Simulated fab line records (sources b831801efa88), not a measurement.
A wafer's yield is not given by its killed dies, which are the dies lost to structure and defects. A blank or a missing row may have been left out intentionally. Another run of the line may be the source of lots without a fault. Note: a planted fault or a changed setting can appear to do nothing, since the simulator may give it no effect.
Which tool was responsible? -- flow sky130 -- 13 lots with 39 wafers sampled at 3 steps, on a route of 708 steps

== WHAT THE GAUGES SHOWED, per wafer ==
SKY_VT_ADJUST_HVTR_CD_MEAS_07: target cd 380 nm. Usual: 379.9 nm for cd-nm, sd 2.1.
lot,measured,on,cd-nm (nm),flag
L212,day 9 10:44,cd-sem-01,381.5 380.4 382.5,
L213,day 9 13:05,cd-sem-02,378.5 377.6 377.2,
L215,day 10 01:46,cd-sem-01,377.5 377.6 379.3,
L216,day 10 08:46,cd-sem-02,380.3 381.3 376.7,
L220,day 12 01:46,cd-sem-02,379.4 379.8 380.3,
L222,day 12 12:21,cd-sem-02,380.6 381.0 383.9,
L227,day 14 20:35,cd-sem-01,377.8 380.3 379.7,
L228,day 15 10:49,cd-sem-01,381.2 380.0 381.2,
L229,day 15 11:28,cd-sem-01,381.4 380.0 378.6,
L232,day 16 09:19,cd-sem-01,382.9 382.5 383.3,
L233,day 16 13:14,cd-sem-01,382.4 380.1 381.4,
L234,day 16 18:22,cd-sem-01,382.0 382.1 381.7,
L235,day 16 18:40,cd-sem-02,380.8 378.3 380.4,

SKY_VT_ADJUST_PCH_OVL_MEAS_07. Usual: VT_ADJUST_PCH_OVL -0.2 nm, standard deviation 1.4.
lot,measured,on,VT_ADJUST_PCH_OVL (nm),flag
L212,day 10 09:34,overlay-02,-1.1 -0.3 0.9,
L213,day 10 11:50,overlay-02,0.9 2.9 1.7,
L215,day 11 01:21,overlay-01,1.1 3.2 -0.5,
L216,day 11 08:13,overlay-01,-3.4 0.4 0.0,
L220,day 13 03:46,overlay-02,0.1 1.1 -0.1,
L222,day 13 14:43,overlay-01,-2.1 -4.7 -2.7,
L227,day 15 23:26,overlay-01,-1.8 -1.0 -0.6,
L228,day 16 15:00,overlay-01,0.1 -1.1 -0.3,
L229,day 16 16:07,overlay-01,0.0 0.7 -0.8,
L232,day 17 14:28,overlay-02,-0.3 0.9 -0.4,
L233,day 17 18:43,overlay-01,-1.0 1.6 0.6,
L234,day 17 23:34,overlay-01,-1.8 -1.3 -2.6,
L235,day 17 23:55,overlay-02,-0.5 1.1 0.0,

SKY_SONOS_TUNNEL_TW_MEAS_12. Usual: SONOS_TUNNEL_TW 197.3, standard deviation 0.9.
lot,measured,on,SONOS_TUNNEL_TW,flag
L212,day 11 09:35,film-metro-04,197.9 197.6 197.2,
L213,day 11 11:39,film-metro-02,198.5 197.4 197.4,
L215,day 12 01:20,film-metro-04,198.1 198.8 199.6,
L216,day 12 08:47,film-metro-02,197.4 197.8 196.6,
L220,day 14 06:41,film-metro-02,196.3 196.9 196.7,
L222,day 14 17:15,film-metro-01,197.2 195.7 195.4,
L227,day 17 04:20,film-metro-01,198.0 198.0 197.2,
L228,day 17 20:23,film-metro-02,197.8 198.6 198.8,
L229,day 17 21:17,film-metro-01,197.5 198.3 197.2,
L232,day 18 20:59,film-metro-04,197.4 196.6 197.6,
L233,day 19 01:22,film-metro-01,196.5 195.1 196.5,
L234,day 19 05:20,film-metro-04,197.8 197.3 198.5,
L235,day 19 06:44,film-metro-02,197.2 197.1 197.6,

== WHICH TOOL RAN EACH LOT (tool, then ch and the chambers of the sampled wafers, then the start) ==
Record: no process step prior to these readings.

== WHAT THE TOOLS THEMSELVES READ (means of the sampled wafers that have a number; where no wafer has one, the mark that the record gives instead) ==
The record holds no such reading with a usual standard deviation.

== THE ANSWER, worked out from the rows above alone ==
Rule: a lot is off if the mean of its wafers that have a number lies more than 3 standard deviations from the usual mean. Also off: a lot with no number at a reading for which 4 or more lots have one. Where the step has rows for the other lots, those lots are counted as sound. Order of review: gauges by route order, followed by the tools' own readings, for which a lot's mean as printed above is used. The first step at which some lot is off is used, and at that step the reading that is off furthest; a lot without a number counts as furthest.
None of the lots is off at any reading shown; this tells nothing.

== WHAT THE SIMULATOR PUT IN ==
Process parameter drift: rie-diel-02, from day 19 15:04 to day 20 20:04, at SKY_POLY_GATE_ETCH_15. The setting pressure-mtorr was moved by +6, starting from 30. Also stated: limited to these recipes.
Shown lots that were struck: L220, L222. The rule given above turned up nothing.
